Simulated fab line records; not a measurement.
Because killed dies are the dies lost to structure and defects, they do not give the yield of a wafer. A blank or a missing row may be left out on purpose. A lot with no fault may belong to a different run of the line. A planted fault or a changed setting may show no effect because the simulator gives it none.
Which tool did it? + flow sfq_line + 42 wafers from 14 lots sampled at 6 of the route's 325 steps

WHAT THE GAUGES SHOWED, per wafer
SFQ_C5_OVL_MEAS_937.
| lot  | measured     | on         | C5_OVL (nm) |
|------|--------------|------------|-------------|
| L297 | day 62 21:47 | overlay-02 | 1 7 1       |
| L299 | day 63 00:11 | overlay-02 | 3 2 -5      |
| L300 | day 63 01:23 | overlay-02 | 1 0 2       |
| L301 | day 70 07:06 | overlay-01 | -3 -6 -7    |
| L303 | day 71 00:53 | overlay-01 | 0 1 0       |
| L307 | day 75 20:00 | overlay-01 | - - -       |
| L308 | day 75 22:24 | overlay-01 | - - -       |
| L311 | day 76 05:37 | overlay-02 | 3 4 3       |
| L314 | day 76 15:12 | overlay-01 | -4 -5 7     |
| L315 | day 77 02:59 | overlay-02 | 3 5 7       |
| L317 | day 77 15:29 | overlay-02 | 7 -2 6      |
| L318 | day 77 16:41 | overlay-02 | -1 2 5      |
| L319 | day 77 20:45 | overlay-02 | -1 -6 -3    |
| L320 | day 77 23:10 | overlay-02 | -1 1 3      |

SFQ_M6_OVL_MEAS_940.
| lot  | measured     | on         | M6_OVL (nm) |
|------|--------------|------------|-------------|
| L297 | day 68 10:34 | overlay-02 | 5 7 6       |
| L299 | day 68 15:23 | overlay-02 | 15 10 9     |
| L300 | day 68 16:42 | overlay-02 | -2 -2 5     |
| L301 | day 71 22:03 | overlay-01 | 0 -1 -1     |
| L303 | day 72 00:26 | overlay-01 | 9 8 3       |
| L307 | day 75 23:27 | overlay-02 | - - -       |
| L308 | day 76 02:27 | overlay-02 | - - -       |
| L311 | day 76 09:40 | overlay-02 | 6 4 3       |
| L314 | day 76 19:23 | overlay-01 | 2 0 11      |
| L315 | day 77 06:58 | overlay-02 | 9 11 7      |
| L317 | day 77 19:32 | overlay-02 | 13 4 13     |
| L318 | day 77 21:56 | overlay-02 | 9 8 9       |
| L319 | day 78 02:26 | overlay-01 | 3 10 7      |
| L320 | day 78 04:43 | overlay-02 | 9 7 7       |

WHICH TOOL RAN EACH LOT (tool, then ch and the chambers of the sampled wafers, then the start)
| lot  | SFQ_TRILAYER_M2_BARC_OPEN_METAL_ETCH_077 | SFQ_TRILAYER_M2_ETCH_METAL_ETCH_060 | SFQ_TRILAYER_I2_VIA_LITHO_EXPOSE_068 | SFQ_TRILAYER_I4_DEP_PECVD_099   |
|------|------------------------------------------|-------------------------------------|--------------------------------------|---------------------------------|
| L297 | rie_metal-01 ch 0,1, day 15 21:49        | rie_metal-01 ch 0,1, day 15 21:53   | krf_scanner-01 ch 0, day 20 15:02    | pecvd-02 ch 1,2, day 39 14:34   |
| L299 | rie_metal-03 ch 0,1, day 18 09:22        | rie_metal-03 ch 0,1, day 18 09:26   | krf_scanner-02 ch 0, day 26 04:34    | pecvd-04 ch 0,2, day 40 11:16   |
| L300 | rie_metal-01 ch 0,1, day 18 10:34        | rie_metal-01 ch 0,1, day 18 10:38   | krf_scanner-01 ch 0, day 26 08:49    | pecvd-01 ch 0,1,2, day 40 12:10 |
| L301 | rie_metal-01 ch 0,1, day 29 08:28        | rie_metal-01 ch 0,1, day 29 08:31   | krf_scanner-01 ch 0, day 30 00:05    | pecvd-02 ch 0,2, day 42 21:34   |
| L303 | rie_metal-02 ch 0,1, day 30 18:23        | rie_metal-02 ch 0,1, day 30 18:26   | krf_scanner-01 ch 0, day 31 02:47    | pecvd-02 ch 0,2, day 43 18:41   |
| L307 | rie_metal-03 ch 0,1, day 33 03:55        | rie_metal-03 ch 0,1, day 33 03:58   | krf_scanner-01, day 38 18:04         | pecvd-04 ch 0,2, day 46 07:53   |
| L308 | rie_metal-01 ch 0,1, day 33 18:11        | rie_metal-01 ch 0,1, day 33 18:15   | krf_scanner-01, day 39 04:52         | pecvd-04 ch 0,2, day 46 13:53   |
| L311 | rie_metal-01 ch 0,1, day 35 10:17        | rie_metal-01 ch 0,1, day 35 10:20   | krf_scanner-01 ch 0, day 41 06:16    | pecvd-04 ch 0,1,2, day 49 02:07 |
| L314 | rie_metal-01 ch 1, day 35 17:29          | rie_metal-01 ch 1, day 35 17:36     | krf_scanner-01 ch 0, day 41 23:52    | pecvd-01 ch 1,2, day 49 13:47   |
| L315 | rie_metal-03 ch 0,1, day 35 18:41        | rie_metal-03 ch 0,1, day 35 18:44   | krf_scanner-01 ch 0, day 42 04:52    | pecvd-02 ch 0,2, day 49 16:37   |
| L317 | rie_metal-02 ch 1, day 41 01:36          | rie_metal-02 ch 1, day 41 01:43     | krf_scanner-02 ch 0, day 47 01:01    | pecvd-01 ch 0,2, day 49 23:50   |
| L318 | rie_metal-03 ch 0,1, day 41 04:00        | rie_metal-03 ch 0,1, day 41 04:04   | krf_scanner-02 ch 0, day 47 04:37    | pecvd-02 ch 0,1, day 50 04:37   |
| L319 | rie_metal-02 ch 1, day 41 06:26          | rie_metal-02 ch 1, day 41 06:37     | krf_scanner-02 ch 0, day 47 07:25    | pecvd-02 ch 0,1,2, day 50 09:25 |
| L320 | rie_metal-01 ch 0,1, day 41 09:16        | rie_metal-01 ch 0,1, day 41 09:21   | krf_scanner-02 ch 0, day 47 12:25    | pecvd-02 ch 0,1,2, day 50 13:03 |
- SFQ_TRILAYER_M2_BARC_OPEN_METAL_ETCH_077: etches BARC in O2, target depth 125 nm, time 41.7 s.
- SFQ_TRILAYER_M2_ETCH_METAL_ETCH_060: etches Nb in Cl2/Ar, stops on SiO2, target depth 240 nm, time 120 s.
- SFQ_TRILAYER_I2_VIA_LITHO_EXPOSE_068: exposes mask I2, target cd 500 nm.
- SFQ_TRILAYER_I4_DEP_PECVD_099: deposits SiO2 from SiH4/N2O, time 111.11 s, target thk 500 nm.

AS READ BY THE TOOLS THEMSELVES (means over the sampled wafers that have a number; for cases with no such wafer, the mark the record gives instead)
SFQ_TRILAYER_M2_BARC_OPEN_METAL_ETCH_077.
| lot  | tool         | bias_w (W) | chamber_pressure_mTorr (mTorr) | drypump_motor_current_A (A) | oes_product_au (a.u.) |
|------|--------------|------------|--------------------------------|-----------------------------|-----------------------|
| L297 | rie_metal-01 | 80.15      | 10.003                         | 5.9                         | 0.682                 |
| L299 | rie_metal-03 | 79.91      | 10.005                         | 6.3                         | 0.683                 |
| L300 | rie_metal-01 | 79.98      | 9.999                          | 5.9                         | 0.684                 |
| L301 | rie_metal-01 | 80.05      | 10.002                         | 5.6                         | 0.682                 |
| L303 | rie_metal-02 | 79.81      | 10.002                         | 5.5                         | 0.689                 |
| L307 | rie_metal-03 | -          | -                              | -                           | -                     |
| L308 | rie_metal-01 | -          | -                              | -                           | -                     |
| L311 | rie_metal-01 | 79.92      | 10.009                         | 5.6                         | 0.686                 |
| L314 | rie_metal-01 | 79.99      | 10.004                         | 6.2                         | 0.685                 |
| L315 | rie_metal-03 | 80.03      | 10.001                         | 6.4                         | 0.687                 |
| L317 | rie_metal-02 | 79.98      | 10.003                         | 5.2                         | 0.686                 |
| L318 | rie_metal-03 | 80.18      | 10.003                         | 6.3                         | 0.686                 |
| L319 | rie_metal-02 | 79.93      | 10.009                         | 5.2                         | 0.682                 |
| L320 | rie_metal-01 | 79.87      | 9.997                          | 5.9                         | 0.688                 |

SFQ_TRILAYER_M2_ETCH_METAL_ETCH_060.
| lot  | tool         | bias_w (W) | chamber_pressure_mTorr (mTorr) | drypump_motor_current_A (A) | oes_product_au (a.u.) |
|------|--------------|------------|--------------------------------|-----------------------------|-----------------------|
| L297 | rie_metal-01 | 80.07      | 10.009                         | 5.9                         | 0.896                 |
| L299 | rie_metal-03 | 80.13      | 9.993                          | 6.3                         | 0.890                 |
| L300 | rie_metal-01 | 80.02      | 10.000                         | 5.9                         | 0.895                 |
| L301 | rie_metal-01 | 79.82      | 9.997                          | 5.6                         | 0.895                 |
| L303 | rie_metal-02 | 80.16      | 10.003                         | 5.5                         | 0.892                 |
| L307 | rie_metal-03 | 80.03      | 10.004                         | 6.3                         | 0.379                 |
| L308 | rie_metal-01 | 79.87      | 10.000                         | 5.9                         | 0.378                 |
| L311 | rie_metal-01 | 80.15      | 9.999                          | 5.6                         | 0.888                 |
| L314 | rie_metal-01 | 80.10      | 9.999                          | 6.2                         | 0.895                 |
| L315 | rie_metal-03 | 80.08      | 9.997                          | 6.4                         | 0.897                 |
| L317 | rie_metal-02 | 80.07      | 9.999                          | 5.2                         | 0.892                 |
| L318 | rie_metal-03 | 79.98      | 10.008                         | 6.3                         | 0.890                 |
| L319 | rie_metal-02 | 80.01      | 10.003                         | 5.2                         | 0.897                 |
| L320 | rie_metal-01 | 80.12      | 10.002                         | 5.9                         | 0.890                 |

SFQ_TRILAYER_I2_VIA_LITHO_EXPOSE_068.
| lot  | tool           | exposure_dose_mJ_cm2 | focus_offset_nm (nm) |
|------|----------------|----------------------|----------------------|
| L297 | krf_scanner-01 | 21.268               | 0.1                  |
| L299 | krf_scanner-02 | 21.303               | 0.8                  |
| L300 | krf_scanner-01 | 21.268               | 0.7                  |
| L301 | krf_scanner-01 | 21.340               | -0.1                 |
| L303 | krf_scanner-01 | 21.283               | -0.5                 |
| L307 | krf_scanner-01 | -                    | -                    |
| L308 | krf_scanner-01 | -                    | -                    |
| L311 | krf_scanner-01 | 21.297               | 0.7                  |
| L314 | krf_scanner-01 | 21.304               | 0.1                  |
| L315 | krf_scanner-01 | 21.313               | 0.5                  |
| L317 | krf_scanner-02 | 21.288               | 0.0                  |
| L318 | krf_scanner-02 | 21.287               | 0.2                  |
| L319 | krf_scanner-02 | 21.306               | 0.8                  |
| L320 | krf_scanner-02 | 21.317               | -0.2                 |

SFQ_TRILAYER_I4_DEP_PECVD_099.
| lot  | tool     | heater_power_w (W) | throttle_valve_pct (%) |
|------|----------|--------------------|------------------------|
| L297 | pecvd-02 | 81                 | 25.0                   |
| L299 | pecvd-04 | 67                 | 24.5                   |
| L300 | pecvd-01 | 90                 | 23.9                   |
| L301 | pecvd-02 | 91                 | 23.1                   |
| L303 | pecvd-02 | 91                 | 23.2                   |
| L307 | pecvd-04 | 70                 | 24.9                   |
| L308 | pecvd-04 | 68                 | 25.4                   |
| L311 | pecvd-04 | 73                 | 25.2                   |
| L314 | pecvd-01 | 89                 | 25.4                   |
| L315 | pecvd-02 | 96                 | 23.8                   |
| L317 | pecvd-01 | 94                 | 25.3                   |
| L318 | pecvd-02 | 84                 | 23.7                   |
| L319 | pecvd-02 | 83                 | 23.6                   |
| L320 | pecvd-02 | 81                 | 23.4                   |

THE ANSWER, worked out from the rows above alone
Rule: the usual values come from the lots themselves. The widest of any qualifying gaps counts: lots, ordered by their means at a reading, are off when they make up no more than a third of the lots, leave a main group of 4 or more, and stand apart from it by 3 or more times the standard deviation of that group's means. A main group is skipped when, at the precision printed for the reading in the tables above, its means are all equal. A lot without any number at a reading at which 4 lots or more have one is off too. All remaining lots with rows at the step are treated as sound. First the gauges in route order, then the tools' own readings, where a lot's mean is used as printed above. At the first step where some lot is off, the reading lying furthest off is the one used; lots without a number count as furthest.
Off: L307, L308, seen at SFQ_C5_OVL_MEAS_937 (C5_OVL). Without a number there: L307, L308. The main group has a mean of 1 nm with a standard deviation of 2.8.
A tool fits if, at a process step before that reading, it ran every lot that is off, and no sound lot after the first of them. Not tried: the gauges at SFQ_C5_OVL_MEAS_937; whatever is off there is also off at SFQ_M6_OVL_MEAS_940, on other tools, and gauge error can't account for it. No candidate that was tried fits.

WHAT HAD BEEN PUT IN BY THE SIMULATOR
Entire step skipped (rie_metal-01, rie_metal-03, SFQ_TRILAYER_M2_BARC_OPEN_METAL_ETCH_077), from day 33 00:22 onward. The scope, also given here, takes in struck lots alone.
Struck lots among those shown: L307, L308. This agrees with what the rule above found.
